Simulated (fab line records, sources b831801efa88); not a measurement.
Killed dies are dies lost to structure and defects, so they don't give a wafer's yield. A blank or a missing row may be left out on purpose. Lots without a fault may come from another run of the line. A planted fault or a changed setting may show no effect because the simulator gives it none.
One fault seen from 2 desks | flow gf180mcu | each desk has only its own numbers; what lay behind them comes last

THE METROLOGY DESK
What the gauges read, lot by lot, whatever tool the lot ran on: means of the sampled wafers that have a number. A lot is out of limits, marked OUT, if its mean lies more than 4 standard deviations from the usual mean; the brackets give that distance.
Columns: A = V5_OVL at GF_V5_OVL_MEAS_15, usual -6 nm; B = PASSIVATION_CVD_02_THK at GF_PASSIVATION_THK_MEAS_03, usual 699 nm
lot  | first seen here | A   | B
L373 | day 27 06:05    | -4  | 690
L375 | day 28 02:22    | -5  | 707
L377 | day 28 19:01    | -3  | 688
L380 | day 29 12:35    | -5  | 697
L381 | day 29 19:44    | -3  | 692
L383 | day 30 07:59    | -3  | 692
L386 | day 31 00:54    | -1  | 691
L388 | day 31 12:17    | -12 | 693
L389 | day 31 23:29    | -8  | 705
L391 | day 32 07:11    | -10 | 700
L393 | day 32 21:25    | -9  | 691
L394 | day 33 01:59    | -7  | 704
L395 | day 33 05:13    | -3  | 701
L396 | day 33 09:44    | -10 | 705
This desk's finding: nothing out of limits on any of the 14 lots.

THE TOOL OWNER'S DESK: plasma_asher-02
The tool's own readings at GF_VT_IMPLANT_STRIP_42 (strips in O2/N2): means of the sampled wafers that have a number, for each lot that ran on this tool. A lot is out of limits, marked OUT, if its mean lies more than 4 standard deviations from the usual mean; the brackets give that distance.
Columns: A = drypump_motor_current_A at GF_VT_IMPLANT_STRIP_42, usual 5.8 A; B = heater_power_w at GF_VT_IMPLANT_STRIP_42, usual 317 W; C = oes_product_au at GF_VT_IMPLANT_STRIP_42, usual 0.716 a.u.; D = strip_time_to_endpoint_s at GF_VT_IMPLANT_STRIP_42, usual 12.61 s
lot  | first seen here | A   | B   | C     | D
L375 | day 7 23:20     | 5.7 | 333 | 0.716 | 12.62
L381 | day 9 19:35     | 5.8 | 346 | 0.719 | 12.63
L383 | day 10 07:53    | 5.7 | 328 | 0.718 | 12.65
L396 | day 13 18:52    | 5.7 | 334 | 0.720 | 12.64
This desk's finding: nothing out of limits on any of the 4 lots.

PUT TOGETHER
The metrology desk saw nothing out of limits.
The tool owner's desk saw nothing out of limits.

WHAT THE SIMULATOR HAD PUT IN
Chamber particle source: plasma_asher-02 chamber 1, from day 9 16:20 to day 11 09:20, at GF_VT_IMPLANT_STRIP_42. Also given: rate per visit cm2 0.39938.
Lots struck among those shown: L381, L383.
